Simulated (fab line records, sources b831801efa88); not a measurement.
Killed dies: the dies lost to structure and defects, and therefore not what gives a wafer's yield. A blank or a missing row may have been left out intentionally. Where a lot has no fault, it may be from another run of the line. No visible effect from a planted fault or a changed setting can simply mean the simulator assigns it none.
A struck lot beside a sound one | flow sky130 | 27 steps out of a route of 708
Sound: the wafers L801.3, L801.4, L801.6. The struck wafers were L806.3, L806.4, L806.6. The cause is given at the end.
At each step with rows: each side's tool, then ch and its chambers, then its first start. Under that, the readings that differ: sound wafers | struck wafers | difference of the means | sigmas: that difference in standard deviations of wafers without a fault.
alike: same words and numbers on both sides, and readings whose means sit less than 2 such deviations apart. not compared: any withheld reading, any reading some wafer has no value for, any bound like >300 that may hide the same value, and any number with overlapping values for which the record gives no deviation.
A row with sigmas, a row that says differs or no value, or rows on one side alone: a step with any of these is where the two part. Non-overlapping numbers with no deviation appear without sigmas and do not part them. A reading that every wafer of one side lacks parts them only if that side has two wafers or more.

SKY_FIELD_ISO_OXIDATION_01: stabilise 600 s, purge 300 s, target thk 12 nm.
  sound on furnace-02 ch 0, day 2 03:17; struck on furnace-02 ch 0, day 3 05:55
reading                                         | sound             | struck               | difference | sigmas
oxTimeS (s)                                     | 1843 1843 1843    | 2211.6 2211.6 2211.6 | +368.6     | 
model.SiO2_of_FIELD_ISO_OXIDATION_01.thkNm (nm) | 12.41 12.25 12.36 | 14.03 14.15 13.92    | +1.69      | 
  alike: oxTempCMax, spikeTcBottomC, spikeTcCentreC, zonePowerCentrePct, zonePowerUpperPct
SKY_FIELD_ISO_THK_MEAS_02:
  struck on filmMetro-02, day 3 07:26; sound on filmMetro-02, day 2 04:49
reading                         | sound             | struck            | difference | sigmas
FIELD_ISO_OXIDATION_00_THK (nm) | 12.42 12.27 12.39 | 14.04 14.10 13.92 | +1.66      | +8
then, 22 steps without rows for these wafers: SKY_FIELD_ISO_CVD_03 (deposits Si3N4 from DCS/NH3, target thk 165 nm, time 2830 s); SKY_FIELD_ISO_DEHYDRATE_05 (time 60 s); SKY_FIELD_ISO_HMDS_06 (prime time 60 s); SKY_FIELD_ISO_COAT_07 (resist thk 60 nm); SKY_FIELD_ISO_COAT_08 (resist thk 450 nm); SKY_FIELD_ISO_SOFTBAKE_09 (time 90 s); SKY_FIELD_ISO_EXPOSE_10 (exposes mask FOM, target cd 150 nm); SKY_FIELD_ISO_PEB_11; SKY_FIELD_ISO_DEVELOP_12 (develop time 60 s); SKY_FIELD_ISO_ETCH_14 (etches BARC in N2/H2, stops on SiO2, time 45.9 s, target depth 60 nm); SKY_FIELD_ISO_ETCH_15 (etches the open film in CHF3/O2, stops on Si, target depth 180 nm, time 72 s); SKY_FIELD_ISO_STRIP_16 (strips in O2/N2); SKY_FIELD_ISO_ETCH_17 (etches Si in HBr/Cl2/O2, target depth 342 nm, time 97.7 s); SKY_FIELD_ISO_WET_ETCH_18 (etches Si3N4 in H3PO4, target depth 25 nm, time 286 s); SKY_FIELD_ISO_CLEAN_19 (cleans in SC1/SC2, time 150 s); SKY_FIELD_ISO_CLEAN_20 (cleans in dHF, time 20 s); SKY_FIELD_ISO_WET_ETCH_21 (etches SiO2 in dHF, target depth 20 nm, time 400 s); SKY_FIELD_ISO_OXIDATION_22 (stabilise 600 s, purge 300 s, target thk 10 nm); SKY_FIELD_ISO_CVD_24 (deposits SiO2, target thk 595 nm, time 99.2 s); SKY_FIELD_ISO_ANNEAL_26 (time 1800 s); SKY_FIELD_ISO_CMP_27 (polishes, stops on Si3N4, t overpolish 16 s, target thk 457.8 nm); SKY_FIELD_ISO_WET_ETCH_28 (etches SiO2 in dHF, target depth 23.7 nm, time 47 s).
SKY_FIELD_ISO_WET_ETCH_29: etches Si3N4 in H3PO4, target depth 160 nm, time 1825 s.
  sound on wetBench-01 ch 2, day 3 03:50; struck on wetBench-02 ch 3, day 4 07:05
reading                                         | sound             | struck            | difference | sigmas
model.SiO2_of_FIELD_ISO_OXIDATION_01.thkNm (nm) | 12.09 11.93 12.03 | 13.71 13.83 13.59 | +1.69      | 
  alike: bathHeatDutyPct
then, 1 step without rows for these wafers: SKY_FIELD_ISO_WET_ETCH_30 (etches SiO2 in dHF, target depth 25 nm, time 50 s).
-- the record jumps here: 44 days lie between the struck wafers' starts before and after (it left off in module FIELD_ISO and takes up again in module PAD_OPEN, whose first step shown is number 708 of the route) --
SKY_PAD_OPEN_PROBE_99:
  struck on prober-01, day 47 19:52; sound on prober-01, day 46 20:01
reading          | sound   | struck   | difference | sigmas
killedAtFrontEnd | 9 17 16 | 22 29 19 | +9         | +2
  alike: killed_at_M0_to_M3, killed_at_M4_up, killedAtContacts, killedAtOther, killedDies, killedOpen, killedShort

WHERE THEY PART
First at SKY_FIELD_ISO_THK_MEAS_02; last, within this record, at SKY_PAD_OPEN_PROBE_99.

WHY: what had been put in by the simulator
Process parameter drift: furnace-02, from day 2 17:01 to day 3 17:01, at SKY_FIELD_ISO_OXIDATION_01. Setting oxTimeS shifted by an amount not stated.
